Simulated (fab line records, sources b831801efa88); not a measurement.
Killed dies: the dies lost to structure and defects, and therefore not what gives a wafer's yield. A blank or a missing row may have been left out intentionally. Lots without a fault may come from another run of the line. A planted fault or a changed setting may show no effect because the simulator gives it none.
Split-lot study / flow gf180mcu / 5 lots, 23 wafers read, on a route of 602 steps

## ON THE SPLIT
At GF_V2_SPUTTER_21 (material Ti, target thk 15 nm, time 80.02 s), the setting chamber-pressure-pa was moved away from the recipe's 5 Pa on 15 of the 23 wafers read, by -13.1% to +10.6%. For the rest of the wafers, this setting stayed at what the recipe calls for.

The reading is taken at the split's own step.

## THE READING
Ti_of_V2_SPUTTER_21.thk-nm (the simulator's own value, which no gauge read), in nm, at GF_V2_SPUTTER_21 (material Ti, target thk 15 nm, time 80.02 s). The file gives no usual value for it. The 8 wafers here that ran the recipe average 14.74 nm, standard deviation 0.082 nm.

wafer=L074.1; tool, chamber at the split=pvd-sputter-04, -; chamber-pressure-pa as run, Pa=5.528; against the recipe=+10.6%; Ti_of_V2_SPUTTER_21.thk-nm, nm=13.9; against lot-mates on the recipe=no lot-mate on the recipe
wafer=L074.3; tool, chamber at the split=pvd-sputter-04, -; chamber-pressure-pa as run, Pa=5.528; against the recipe=+10.6%; Ti_of_V2_SPUTTER_21.thk-nm, nm=13.84; against lot-mates on the recipe=no lot-mate on the recipe
wafer=L074.4; tool, chamber at the split=pvd-sputter-04, -; chamber-pressure-pa as run, Pa=5.528; against the recipe=+10.6%; Ti_of_V2_SPUTTER_21.thk-nm, nm=13.62; against lot-mates on the recipe=no lot-mate on the recipe
wafer=L074.5; tool, chamber at the split=pvd-sputter-04, -; chamber-pressure-pa as run, Pa=5.528; against the recipe=+10.6%; Ti_of_V2_SPUTTER_21.thk-nm, nm=13.83; against lot-mates on the recipe=no lot-mate on the recipe
wafer=L074.6; tool, chamber at the split=pvd-sputter-04, -; chamber-pressure-pa as run, Pa=5.528; against the recipe=+10.6%; Ti_of_V2_SPUTTER_21.thk-nm, nm=13.79; against lot-mates on the recipe=no lot-mate on the recipe
wafer=L076.1; tool, chamber at the split=pvd-sputter-04, -; chamber-pressure-pa as run, Pa=4.488; against the recipe=-10.2%; Ti_of_V2_SPUTTER_21.thk-nm, nm=16.3; against lot-mates on the recipe=no lot-mate on the recipe
wafer=L076.2; tool, chamber at the split=pvd-sputter-04, -; chamber-pressure-pa as run, Pa=4.488; against the recipe=-10.2%; Ti_of_V2_SPUTTER_21.thk-nm, nm=16.63; against lot-mates on the recipe=no lot-mate on the recipe
wafer=L076.3; tool, chamber at the split=pvd-sputter-04, -; chamber-pressure-pa as run, Pa=4.488; against the recipe=-10.2%; Ti_of_V2_SPUTTER_21.thk-nm, nm=16.47; against lot-mates on the recipe=no lot-mate on the recipe
wafer=L076.5; tool, chamber at the split=pvd-sputter-04, -; chamber-pressure-pa as run, Pa=4.488; against the recipe=-10.2%; Ti_of_V2_SPUTTER_21.thk-nm, nm=16.34; against lot-mates on the recipe=no lot-mate on the recipe
wafer=L076.6; tool, chamber at the split=pvd-sputter-04, -; chamber-pressure-pa as run, Pa=4.488; against the recipe=-10.2%; Ti_of_V2_SPUTTER_21.thk-nm, nm=16.76; against lot-mates on the recipe=no lot-mate on the recipe
wafer=L078.1; tool, chamber at the split=pvd-sputter-03, -; chamber-pressure-pa as run, Pa=4.343; against the recipe=-13.1%; Ti_of_V2_SPUTTER_21.thk-nm, nm=16.46; against lot-mates on the recipe=no lot-mate on the recipe
wafer=L078.2; tool, chamber at the split=pvd-sputter-03, -; chamber-pressure-pa as run, Pa=4.343; against the recipe=-13.1%; Ti_of_V2_SPUTTER_21.thk-nm, nm=16.61; against lot-mates on the recipe=no lot-mate on the recipe
wafer=L078.3; tool, chamber at the split=pvd-sputter-03, -; chamber-pressure-pa as run, Pa=4.343; against the recipe=-13.1%; Ti_of_V2_SPUTTER_21.thk-nm, nm=16.61; against lot-mates on the recipe=no lot-mate on the recipe
wafer=L078.4; tool, chamber at the split=pvd-sputter-03, -; chamber-pressure-pa as run, Pa=4.343; against the recipe=-13.1%; Ti_of_V2_SPUTTER_21.thk-nm, nm=16.79; against lot-mates on the recipe=no lot-mate on the recipe
wafer=L078.5; tool, chamber at the split=pvd-sputter-03, -; chamber-pressure-pa as run, Pa=4.343; against the recipe=-13.1%; Ti_of_V2_SPUTTER_21.thk-nm, nm=16.6; against lot-mates on the recipe=no lot-mate on the recipe
wafer=L083.1; tool, chamber at the split=pvd-sputter-02, -; chamber-pressure-pa as run, Pa=5; against the recipe=recipe; Ti_of_V2_SPUTTER_21.thk-nm, nm=14.62; against lot-mates on the recipe=-
wafer=L083.2; tool, chamber at the split=pvd-sputter-02, -; chamber-pressure-pa as run, Pa=5; against the recipe=recipe; Ti_of_V2_SPUTTER_21.thk-nm, nm=14.69; against lot-mates on the recipe=-
wafer=L083.3; tool, chamber at the split=pvd-sputter-02, -; chamber-pressure-pa as run, Pa=5; against the recipe=recipe; Ti_of_V2_SPUTTER_21.thk-nm, nm=14.72; against lot-mates on the recipe=-
wafer=L083.4; tool, chamber at the split=pvd-sputter-02, -; chamber-pressure-pa as run, Pa=5; against the recipe=recipe; Ti_of_V2_SPUTTER_21.thk-nm, nm=14.89; against lot-mates on the recipe=-
wafer=L083.6; tool, chamber at the split=pvd-sputter-02, -; chamber-pressure-pa as run, Pa=5; against the recipe=recipe; Ti_of_V2_SPUTTER_21.thk-nm, nm=14.66; against lot-mates on the recipe=-
wafer=L084.1; tool, chamber at the split=pvd-sputter-02, -; chamber-pressure-pa as run, Pa=5; against the recipe=recipe; Ti_of_V2_SPUTTER_21.thk-nm, nm=14.73; against lot-mates on the recipe=-
wafer=L084.4; tool, chamber at the split=pvd-sputter-02, -; chamber-pressure-pa as run, Pa=5; against the recipe=recipe; Ti_of_V2_SPUTTER_21.thk-nm, nm=14.78; against lot-mates on the recipe=-
wafer=L084.6; tool, chamber at the split=pvd-sputter-02, -; chamber-pressure-pa as run, Pa=5; against the recipe=recipe; Ti_of_V2_SPUTTER_21.thk-nm, nm=14.82; against lot-mates on the recipe=-

FIT RESULTS
A straight line over all 23 wafers: Ti_of_V2_SPUTTER_21.thk-nm changes by -0.128 nm for each +1% of chamber-pressure-pa; r = -0.98; the points scatter about the line by 0.23 nm.
Too few moved wafers have a lot-mate on the recipe to fit a line with each lot's own level taken away.

## THE FILE'S OWN FIT
Ti_of_V2_SPUTTER_21.thk-nm changes by -0.128 nm for each +1% of chamber-pressure-pa, r = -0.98.
